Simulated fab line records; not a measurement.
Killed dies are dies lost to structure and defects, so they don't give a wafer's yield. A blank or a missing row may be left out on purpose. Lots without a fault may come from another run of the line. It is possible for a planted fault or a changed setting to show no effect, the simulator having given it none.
Split-lot study -- flow gf180mcu -- 23 wafers read across 5 lots, on a route 602 steps long

== SPLIT DETAILS ==
At GF_VT_IMPLANT_IMPLANT_19, the setting energy kev was moved away from the recipe's 100 on 7 of the 23 wafers read, by -5.4% to +8.0%. For the rest of the wafers, this setting stayed at what the recipe calls for.

== SPLIT TO READING: what lies between them in the file, 1 step ==
- GF_VT_IMPLANT_STRIP_20: strips in O2/N2

== THE READING ==
VT_IMPLANT_2_TW, at GF_VT_IMPLANT_TW_MEAS_21. Typical for fault-free wafers on this fab line: 1218, with standard deviation 9.3.

wafer,"tool, chamber at the split",energy kev as run,against the recipe,VT_IMPLANT_2_TW,against lot-mates on the recipe
L076.2,"implanter-02, 0",100,recipe,1222,-
L076.3,"implanter-02, 0",100,recipe,1218,-
L076.4,"implanter-02, 0",100,recipe,1219,-
L077.1,"implanter-03, 0",100,recipe,1219,-
L077.2,"implanter-03, 0",100,recipe,1216,-
L077.3,"implanter-03, 0",100,recipe,1220,-
L077.4,"implanter-03, 0",100,recipe,1215,-
L077.5,"implanter-03, 0",100,recipe,1227,-
L080.1,"implanter-02, 0",94.61,-5.4%,1205,-18
L080.2,"implanter-02, 0",100,recipe,1224,-
L080.3,"implanter-02, 0",100,recipe,1221,-
L080.4,"implanter-02, 0",94.61,-5.4%,1209,-14
L080.6,"implanter-02, 0",100,recipe,1224,-
L082.1,"implanter-03, 0",100,recipe,1213,-
L082.2,"implanter-03, 0",100,recipe,1213,-
L082.3,"implanter-03, 0",108,+8.0%,1237,+24
L082.4,"implanter-03, 0",108,+8.0%,1237,+24
L082.6,"implanter-03, 0",100,recipe,1214,-
L083.2,"implanter-02, 0",108,+8.0%,1252,+30
L083.3,"implanter-02, 0",108,+8.0%,1250,+28
L083.4,"implanter-02, 0",100,recipe,1222,-
L083.5,"implanter-02, 0",108,+8.0%,1254,+32
L083.6,"implanter-02, 0",100,recipe,1221,-

THE FIT
A straight line over all 23 wafers: VT_IMPLANT_2_TW changes by +3.12 for each +1% of energy kev; r = +0.92; the points scatter about the line by 5.3.
The same after taking each lot's own level away (the mean of its wafers on the recipe; 23 wafers): +3.37 for each +1%; r = +0.98; scatter 3.
That fit puts the effect of the largest move of energy kev on the reading at 27.
Across the lots, their own levels run from 1213.3 to 1223.0, a range of 1.0 times the standard deviation given above.
The two slopes are in agreement: the lot-to-lot level therefore moves the slope only a little.
Check: for one of the wafers moved furthest among these (+8.0%), held out of the fit, the line's prediction against its lot-mates is +28.1. It came out at +23.7 against them.

== THE FILE'S OWN FIT ==
VT_IMPLANT_2_TW changes by +3.32 for each +1% of energy kev, r = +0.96.
